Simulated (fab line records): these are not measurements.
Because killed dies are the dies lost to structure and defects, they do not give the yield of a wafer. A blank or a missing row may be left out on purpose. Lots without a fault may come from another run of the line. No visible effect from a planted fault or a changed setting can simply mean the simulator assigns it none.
What tool caused it? -- flow sky130 -- 39 wafers from 13 lots sampled at 2 of the route's 708 steps

WHAT THE GAUGES READ, wafer by wafer
SKY_LI_CONTACT_THK_MEAS_23: measures by xrf. Usual: LI_CONTACT_W_THK 401 nm, standard deviation 6.5.
lot,measured,on,LI_CONTACT_W_THK (nm),flag
L591,day 29 06:53,film_metro-03,401 402 404,
L594,day 30 12:29,film_metro-01,394 392 393,
L596,day 31 02:44,film_metro-03,404 400 405,
L597,day 31 16:10,film_metro-02,404 399 401,
L598,day 32 03:02,film_metro-03,394 398 398,
L600,day 32 10:16,film_metro-03,383 395 389,
L602,day 33 01:19,film_metro-03,400 405 398,
L603,day 33 08:54,film_metro-01,394 392 394,
L605,day 34 00:17,film_metro-01,400 397 402,
L607,day 35 00:46,film_metro-03,400 399 400,
L608,day 35 00:49,film_metro-02,411 409 408,
L609,day 35 02:01,film_metro-01,396 399 400,
L614,day 37 04:48,film_metro-02,407 411 413,

SKY_LOCAL_INTERCONNECT_RS_MEAS_01: a four-point-probe measurement. Usual: LOCAL_INTERCONNECT_TIN_RS 14.06 ohm/sq, standard deviation 0.23.
lot,measured,on,LOCAL_INTERCONNECT_TIN_RS (ohm/sq),flag
L591,day 29 07:19,film_metro-04,14.01 13.98 14.04,
L594,day 30 12:55,film_metro-03,13.84 13.89 13.78,
L596,day 31 03:09,film_metro-03,14.45 14.29 14.27,
L597,day 31 16:43,film_metro-04,14.04 13.89 13.94,
L598,day 32 04:31,film_metro-02,14.08 13.84 14.06,
L600,day 32 10:42,film_metro-03,14.12 13.89 14.05,
L602,day 33 01:44,film_metro-02,14.28 14.46 14.28,
L603,day 33 09:20,film_metro-04,13.85 13.89 13.85,
L605,day 34 00:43,film_metro-04,14.19 14.00 14.22,
L607,day 35 01:13,film_metro-03,13.81 13.61 13.75,
L608,day 35 01:28,film_metro-02,14.23 14.38 14.31,
L609,day 35 02:43,film_metro-03,14.12 13.94 14.20,
L614,day 37 05:14,film_metro-04,13.79 13.93 13.90,

WHICH TOOL RAN EACH LOT (tool, then ch and the chambers of the sampled wafers, then the start)
The record holds no process step before these readings.

AS READ BY THE TOOLS THEMSELVES (means over the sampled wafers that have a number; for cases with no such wafer, the mark the record gives instead)
The record holds no such reading with a usual standard deviation.

THE ANSWER, worked out from the rows above alone
Rule: a lot counts as off when the mean over its wafers that have a number is more than 3 standard deviations away from the usual mean. Also off: a lot with no number at a reading for which 4 or more lots have one. The other lots that the step has rows for count as sound. The gauges are gone through in route order, then the tools' own readings, and for those a lot's mean is taken as printed above. The first step at which some lot is off is used, and at that step the reading that is off furthest; a lot without a number counts as furthest.
None of the lots is off at any reading shown; this tells nothing.

WHAT THE SIMULATOR HAD PUT IN
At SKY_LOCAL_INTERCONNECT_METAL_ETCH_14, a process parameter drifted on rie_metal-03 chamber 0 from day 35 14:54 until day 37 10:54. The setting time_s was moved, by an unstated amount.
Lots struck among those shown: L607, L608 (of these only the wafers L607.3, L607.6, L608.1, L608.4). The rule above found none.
